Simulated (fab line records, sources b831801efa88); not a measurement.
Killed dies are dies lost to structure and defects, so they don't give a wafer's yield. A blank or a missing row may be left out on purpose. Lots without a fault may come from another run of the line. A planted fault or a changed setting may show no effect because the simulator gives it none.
One fault seen from 2 desks | flow gf180mcu | each desk has only its own numbers; what lay behind them comes last

THE METROLOGY DESK
What the gauges read, lot by lot, whatever tool the lot ran on: means of the sampled wafers that have a number. A lot is out of limits, marked OUT, if its mean lies more than 4 standard deviations from the usual mean; the brackets give that distance.
Columns: A = STI_CVD_03_THK at GF_STI_THK_MEAS_04, usual 206.6 nm; B = VT_IMPLANT_2_TW at GF_VT_IMPLANT_TW_MEAS_21, usual 1212; C = VT_IMPLANT_02_OVL at GF_VT_IMPLANT_OVL_MEAS_29, usual -0.7 nm; D = DUAL_GATE_OVL at GF_DUAL_GATE_OVL_MEAS_11, usual 0.5 nm
lot  | first seen here | A     | B               | C    | D
L156 | day 1 13:44     | 205.4 | 1214            | -0.9 | 0.4
L157 | day 1 19:12     | 203.6 | 1217            | -1.4 | 0.7
L158 | day 1 23:34     | 206.9 | 1214            | -0.1 | 1.8
L159 | day 2 06:20     | 205.7 | 1214            | -1.5 | 0.1
L161 | day 2 14:34     | 207.6 | 1209            | -0.3 | -0.1
L162 | day 2 20:28     | 207.4 | 1213            | -1.2 | 0.3
L164 | day 3 06:47     | 209.3 | 1208            | -1.1 | 2.5
L165 | day 3 13:23     | 207.3 | 1196            | -0.4 | 0.8
L166 | day 3 16:10     | 208.0 | 1224            | -0.1 | -0.1
L168 | day 4 02:54     | 209.1 | 1218            | -1.6 | -0.1
L171 | day 4 17:04     | 204.6 | 1196            | -1.0 | -1.1
L172 | day 4 21:45     | 206.9 | 1267 (+5.6) OUT | -0.9 | -1.2
L175 | day 5 12:34     | 205.7 | 1220            | -0.6 | -0.9
L176 | day 5 17:56     | 207.5 | 1265 (+5.4) OUT | -1.4 | 0.8
This desk's finding: out of limits on L172, L176; first on L172, day 10 11:02 (VT_IMPLANT_2_TW at GF_VT_IMPLANT_TW_MEAS_21). In limits: L156, L157, L158, L159, L161, L162, L164, L165, L166, L168, L171, L175.

THE TOOL OWNER'S DESK: implanter-04
The tool's own readings at GF_VT_IMPLANT_IMPLANT_19: means of the sampled wafers that have a number, for each lot that ran on this tool. A lot is out of limits, marked OUT, if its mean lies more than 4 standard deviations from the usual mean; the brackets give that distance.
Columns: A = dose_ions_cm2 at GF_VT_IMPLANT_IMPLANT_19, usual 4.351e+12; B = faraday_current_uA at GF_VT_IMPLANT_IMPLANT_19, usual 24.5
lot  | first seen here | A                           | B
L156 | day 6 06:19     | 4.345e+12                   | 24.2
L161 | day 7 17:51     | 4.354e+12                   | 24.3
L162 | day 7 23:16     | 4.351e+12                   | 24.4
L165 | day 8 17:48     | 4.354e+12                   | 24.2
L166 | day 9 00:14     | 4.350e+12                   | 24.8
L168 | day 9 11:27     | 4.345e+12                   | 24.4
L172 | day 10 10:47    | 4.866e+12 (+99 or more) OUT | 27.4 (+6.0) OUT
L176 | day 11 11:14    | 4.873e+12 (+99 or more) OUT | 27.7 (+6.5) OUT
This desk's finding: out of limits on L172, L176; first on L172, day 10 10:47 (dose_ions_cm2 at GF_VT_IMPLANT_IMPLANT_19). In limits: L156, L161, L162, L165, L166, L168.

PUT TOGETHER
The tool owner's desk could have raised an alarm at day 10 10:47, on L172, L176.
The metrology desk could have raised an alarm at day 10 11:02, on L172, L176.
Of the lots named, all ran GF_VT_IMPLANT_IMPLANT_19 on implanter-04.

WHAT THE SIMULATOR HAD PUT IN
Process parameter drift: implanter-04, from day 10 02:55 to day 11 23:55, at GF_VT_IMPLANT_IMPLANT_19. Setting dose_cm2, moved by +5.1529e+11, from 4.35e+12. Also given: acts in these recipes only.
Lots struck among those shown: L172, L176.
Hours from the fault's start to each desk's first reading out of limits: the tool owner's desk, 8; the metrology desk, 8.
